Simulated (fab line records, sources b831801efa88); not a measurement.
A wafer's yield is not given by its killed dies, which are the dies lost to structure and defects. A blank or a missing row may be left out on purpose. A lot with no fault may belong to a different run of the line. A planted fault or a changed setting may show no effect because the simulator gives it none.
Chamber matching | flow sky130 | rie diel-01 running SKY_POLY_CUT_ETCH_10: 4 sister chambers
The step etches BARC in N2/H2, stops on SiO2, time 45.9 s, target depth 60 nm. 14 wafers are shown with their chamber, then 7 later ones without.

EACH WAFER AND ITS CHAMBER
wafer  | chamber | oes product au (a.u.) | throttle valve pct (%)
L561.4 | 1       | 0.850                 | 13.238
L561.5 | 0       | 0.854                 | 13.211
L561.6 | 1       | 0.855                 | 13.220
L562.1 | 1       | 0.847                 | 13.209
L562.5 | 3       | 0.866                 | 13.242
L562.6 | 2       | 0.852                 | 13.238
L566.2 | 0       | 0.855                 | 13.233
L566.3 | 2       | 0.854                 | 13.215
L566.6 | 0       | 0.856                 | 13.223
L568.2 | 2       | 0.858                 | 13.215
L568.3 | 0       | 0.850                 | 13.221
L568.4 | 3       | 0.857                 | 13.234
L569.2 | 1       | 0.860                 | 13.239
L569.5 | 0       | 0.855                 | 13.224

SIGNATURES (averages over the wafers above)
reading            | chamber 0 | chamber 1 | chamber 2 | chamber 3 | scatter within a chamber
oes product au     | 0.85400   | 0.85300   | 0.85467   | 0.86150   | 0.00423
throttle valve pct | 13.22240  | 13.22650  | 13.22267  | 13.23800  | 0.0113
Rule: for each reading, subtract the chamber's mean from the wafer's reading, divide by that reading's scatter and square the result; add these up over the readings and take the root, which gives the wafer's distance from the chamber. The wafer belongs to the nearest chamber; if the next one is less than 2 further off, it can't be placed. The scatter: the root of (the sum of the squares of (reading less its chamber's mean) over the shown wafers, divided by (wafers less chambers)).

WAFERS WITH NO CHAMBER GIVEN
wafer  | oes product au (a.u.) | throttle valve pct (%)
L569.6 | 0.854                 | 13.220
L579.1 | 0.850                 | 13.237
L579.3 | 0.862                 | 13.218
L579.5 | 0.857                 | 13.227
L580.1 | 0.853                 | 13.232
L580.2 | 0.849                 | 13.242
L580.6 | 0.858                 | 13.228

WHICH CHAMBER EACH ONE RAN IN
wafer  | from the rows above               | in truth
L569.6 | can't be placed: 0 or 2 or 1      | 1
L579.1 | can't be placed: 1 or 0 or 2 or 3 | 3
L579.3 | can't be placed: 3 or 2 or 0 or 1 | 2
L579.5 | can't be placed: 2 or 0 or 1 or 3 | 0
L580.1 | can't be placed: 1 or 0 or 2 or 3 | 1
L580.2 | can't be placed: 1 or 0 or 2 or 3 | 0
L580.6 | can't be placed: 2 or 0 or 1 or 3 | 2
Placed correctly: 0 of 7. Unplaceable from these rows: 7, with the true chamber sitting among the candidates in 7. 0 placed wrongly.
